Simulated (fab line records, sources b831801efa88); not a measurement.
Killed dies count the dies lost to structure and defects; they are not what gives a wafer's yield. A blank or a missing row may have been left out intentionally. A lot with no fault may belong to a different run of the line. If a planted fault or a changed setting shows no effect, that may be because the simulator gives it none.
Chamber matching :: flow gf180mcu :: GF_V2_ETCH_16 on rieDiel-01: 4 sister chambers
The step etches BARC in N2/H2. 8 wafers are shown with their chamber, then 10 later ones without.

EACH WAFER AND ITS CHAMBER
wafer: L082.2
chamber: 3
drypumpMotorCurrentA (A): 6.3
oesProductAu (a.u.): 0.858

wafer: L083.2
chamber: 2
drypumpMotorCurrentA (A): 5.9
oesProductAu (a.u.): 0.857

wafer: L085.5
chamber: 0
drypumpMotorCurrentA (A): 5.7
oesProductAu (a.u.): 0.855

wafer: L089.2
chamber: 0
drypumpMotorCurrentA (A): 5.7
oesProductAu (a.u.): 0.861

wafer: L089.3
chamber: 1
drypumpMotorCurrentA (A): 5.8
oesProductAu (a.u.): 0.848

wafer: L089.4
chamber: 2
drypumpMotorCurrentA (A): 5.9
oesProductAu (a.u.): 0.857

wafer: L091.1
chamber: 1
drypumpMotorCurrentA (A): 5.8
oesProductAu (a.u.): 0.854

wafer: L091.5
chamber: 3
drypumpMotorCurrentA (A): 6.4
oesProductAu (a.u.): 0.857

WAFERS MISSING THEIR CHAMBER
wafer: L091.6
drypumpMotorCurrentA (A): 5.7
oesProductAu (a.u.): 0.852

wafer: L093.1
drypumpMotorCurrentA (A): 5.9
oesProductAu (a.u.): 0.852

wafer: L093.4
drypumpMotorCurrentA (A): 6.3
oesProductAu (a.u.): 0.849

wafer: L093.6
drypumpMotorCurrentA (A): 5.9
oesProductAu (a.u.): 0.852

wafer: L096.1
drypumpMotorCurrentA (A): 5.7
oesProductAu (a.u.): 0.859

wafer: L096.2
drypumpMotorCurrentA (A): 5.9
oesProductAu (a.u.): 0.856

wafer: L096.4
drypumpMotorCurrentA (A): 5.9
oesProductAu (a.u.): 0.858

wafer: L097.2
drypumpMotorCurrentA (A): 5.9
oesProductAu (a.u.): 0.855

wafer: L097.5
drypumpMotorCurrentA (A): 5.8
oesProductAu (a.u.): 0.852

wafer: L097.6
drypumpMotorCurrentA (A): 5.7
oesProductAu (a.u.): 0.852

WHICH CHAMBER EACH WENT THROUGH
wafer: L091.6
from the rows above: can't be placed: 0 or 1
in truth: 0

wafer: L093.1
from the rows above: can't be placed: 2 or 1
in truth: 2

wafer: L093.4
from the rows above: 3
in truth: 3

wafer: L093.6
from the rows above: can't be placed: 2 or 1
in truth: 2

wafer: L096.1
from the rows above: 0
in truth: 0

wafer: L096.2
from the rows above: 2
in truth: 2

wafer: L096.4
from the rows above: 2
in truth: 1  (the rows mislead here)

wafer: L097.2
from the rows above: 2
in truth: 2

wafer: L097.5
from the rows above: 1
in truth: 1

wafer: L097.6
from the rows above: can't be placed: 0 or 1
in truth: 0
Correct placement for 5 of the 10. Cannot be placed on the basis of these rows: 4; the candidates contain the true chamber in 4. 1 placed wrongly.
How it was worked out, from the rows above alone: a wafer's distance from a chamber is the root of the sum, over the readings, of the square of ((its reading less the chamber's mean) divided by the reading's scatter). If the next closest chamber is less than 2 further off than the closest, the wafer can't be placed; otherwise it belongs to the closest. A chamber's mean is the mean of its shown wafers. The scatter: take each reading less its chamber's mean, square it, sum over the shown wafers, divide by the number of wafers less the number of chambers, and take the root.
